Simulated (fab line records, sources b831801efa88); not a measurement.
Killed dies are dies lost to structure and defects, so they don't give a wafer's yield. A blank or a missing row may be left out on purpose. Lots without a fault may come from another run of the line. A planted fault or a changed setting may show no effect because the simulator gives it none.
Chamber matching | flow sky130 | SKY_POLY_GATE_ETCH_17 on rie_si-02: 4 sister chambers
The step etches poly-Si in HBr/Cl2, stops on SiO2, target depth 180 nm, time 70.5 s. 18 wafers are shown with their chamber, then 8 later ones without.

WAFERS WITH THEIR CHAMBER
wafer  | chamber | rf_fwd_power_W (W) | oes_product_au (a.u.) | throttle_valve_pct (%)
L447.1 | 0       | 396.9              | 0.978                 | 33.697
L447.3 | 1       | 396.8              | 0.983                 | 33.700
L447.5 | 1       | 397.0              | 0.973                 | 33.680
L448.1 | 0       | 398.6              | 0.971                 | 33.687
L448.3 | 2       | 396.2              | 0.980                 | 33.691
L448.4 | 3       | 397.0              | 0.989                 | 33.680
L451.1 | 1       | 398.0              | 0.971                 | 33.683
L451.5 | 2       | 393.7              | 0.978                 | 33.684
L451.6 | 3       | 398.1              | 0.983                 | 33.689
L454.1 | 2       | 396.5              | 0.984                 | 33.690
L454.3 | 3       | 397.5              | 0.989                 | 33.689
L454.5 | 1       | 398.2              | 0.986                 | 33.683
L457.3 | 2       | 396.0              | 0.984                 | 33.689
L457.4 | 0       | 397.2              | 0.983                 | 33.698
L466.1 | 2       | 396.5              | 0.985                 | 33.686
L466.2 | 1       | 397.8              | 0.977                 | 33.678
L466.6 | 1       | 396.6              | 0.979                 | 33.679
L468.3 | 1       | 398.2              | 0.982                 | 33.686

SIGNATURES (means of the wafers above)
reading            | chamber 0 | chamber 1 | chamber 2 | chamber 3 | scatter within a chamber
rf_fwd_power_W     | 397.567   | 397.514   | 395.780   | 397.533   | 0.875
oes_product_au     | 0.97733   | 0.97871   | 0.98220   | 0.98700   | 0.00471
throttle_valve_pct | 33.69400  | 33.68414  | 33.68800  | 33.68600  | 0.00598
Rule: a wafer's distance from a chamber is the root of the sum, over the readings, of the square of ((its reading less the chamber's mean) divided by the reading's scatter). The wafer belongs to the nearest chamber; if the next one is less than 2 further off, it can't be placed. The scatter: the root of (the sum of the squares of (reading less its chamber's mean) over the shown wafers, divided by (wafers less chambers)).

WAFERS WITHOUT THEIR CHAMBER
wafer  | rf_fwd_power_W (W) | oes_product_au (a.u.) | throttle_valve_pct (%)
L468.4 | 396.6              | 1.004                 | 33.676
L468.5 | 398.0              | 0.988                 | 33.686
L469.2 | 398.4              | 0.978                 | 33.677
L469.3 | 395.0              | 0.989                 | 33.665
L469.4 | 398.2              | 0.983                 | 33.694
L470.4 | 398.5              | 0.983                 | 33.689
L470.5 | 397.2              | 0.994                 | 33.685
L470.6 | 396.0              | 0.996                 | 33.679

WHICH CHAMBER EACH WENT THROUGH
wafer  | from the rows above               | in truth
L468.4 | can't be placed: 3 or 2 or 1      | 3
L468.5 | can't be placed: 3 or 1           | 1
L469.2 | can't be placed: 1 or 3 or 0      | 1
L469.3 | can't be placed: 2 or 3 or 1 or 0 | 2
L469.4 | can't be placed: 0 or 3 or 1 or 2 | 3
L470.4 | can't be placed: 3 or 1 or 0 or 2 | 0
L470.5 | can't be placed: 3 or 2 or 1      | 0
L470.6 | can't be placed: 3 or 2 or 1      | 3
Placed correctly: 0 of 8. Can't be placed from these rows: 8 (the true chamber is among the candidates in 7). Placed wrongly: 0.
